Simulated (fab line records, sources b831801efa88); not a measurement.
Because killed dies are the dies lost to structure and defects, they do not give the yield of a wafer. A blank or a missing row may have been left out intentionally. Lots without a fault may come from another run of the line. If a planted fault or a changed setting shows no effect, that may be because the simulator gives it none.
Comparing a struck lot with a sound one | flow sky130 | 15 out of 708 route steps
Sound: wafers L278.3, L278.4, L278.6. Struck: wafers L268.3, L268.5, L268.6. The cause comes at the end.
Order at every step that has rows: each side's tool, ch and its chambers, its first start. Under that, the readings that differ: sound wafers | struck wafers | difference of the means | sigmas: that difference in standard deviations of wafers without a fault.
alike: words and numbers the same on both sides, and readings whose means are apart by under 2 such deviations; not compared: readings that were withheld, readings missing a value for some wafer, numbers with overlapping values and no deviation given by the record, and bounds like >300 which may hide the same value.
Wherever a step has rows on one side only, a row that says differs or no value, or a row with sigmas, the two part there. Numbers that have no deviation but don't overlap get no sigmas and don't part them. A reading missing from all wafers of one side parts the sides only when that side holds two or more wafers.

first, 5 steps without rows for these wafers: SKY_LDD_N_COAT_02 (resist thk 300 nm); SKY_LDD_N_SOFTBAKE_03 (time 60 s); SKY_LDD_N_EXPOSE_04 (exposes mask NTM, target cd 840 nm); SKY_LDD_N_PEB_05; SKY_LDD_N_DEVELOP_06 (develop time 60 s).
SKY_LDD_N_OVL_MEAS_07:
  sound on overlay-02 at day 24 14:28; struck on overlay-02 at day 21 10:13
  alike: LDD_N_OVL
then, 6 steps without rows for these wafers: SKY_LDD_N_IMPLANT_08; SKY_LDD_N_IMPLANT_09; SKY_LDD_N_IMPLANT_10; SKY_LDD_N_IMPLANT_11; SKY_LDD_N_IMPLANT_12; SKY_LDD_N_IMPLANT_13.
SKY_LDD_N_IMPLANT_14:
  sound on implanter-04 ch 0, day 24 15:27; struck on implanter-02 ch 0, day 21 11:12
  reading            | sound                        | struck                        | difference | sigmas
  dose_ions_cm2      | 4.99e+12 4.995e+12 5.001e+12 | 3.885e+12 3.879e+12 3.879e+12 | -1.114e+12 | -99 or more
  faraday_current_uA | 28.2 28.8 28.9               | 21.2 21.8 22.2                | -6.9       | -14
  alike: tilt_deg
following that, these wafers have no rows for 1 step: SKY_LDD_N_IMPLANT_15.
-- here the record skips 27 days between the struck wafers' starts before and after, leaving off in module LDD_N and picking up in module PAD_OPEN (first step shown: number 708 of the route) --
SKY_PAD_OPEN_PROBE_99:
  sound on prober-02 at day 50 02:16; struck on prober-02 at day 48 02:02
  reading                                    | sound                | struck               | difference | sigmas
  model.etest.nfet_01v8_swapped.vt_sat_v (V) | 0.6471 0.6427 0.6534 | 0.6424 0.6221 0.6346 | -0.0147    |
  alike: killed_at_M0_to_M3, killed_at_M4_up, killed_at_contacts, killed_at_front_end, killed_at_other, killed_dies, killed_on_rim, killed_open, killed_short

## WHERE THEY PART
At SKY_LDD_N_IMPLANT_14 and nowhere else, as far as this record goes. Later steps at which nothing parts them and some readings are alike: SKY_PAD_OPEN_PROBE_99.

WHY: what had been put in by the simulator
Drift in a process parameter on implanter-02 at SKY_LDD_N_IMPLANT_14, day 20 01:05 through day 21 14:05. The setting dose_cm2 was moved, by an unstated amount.
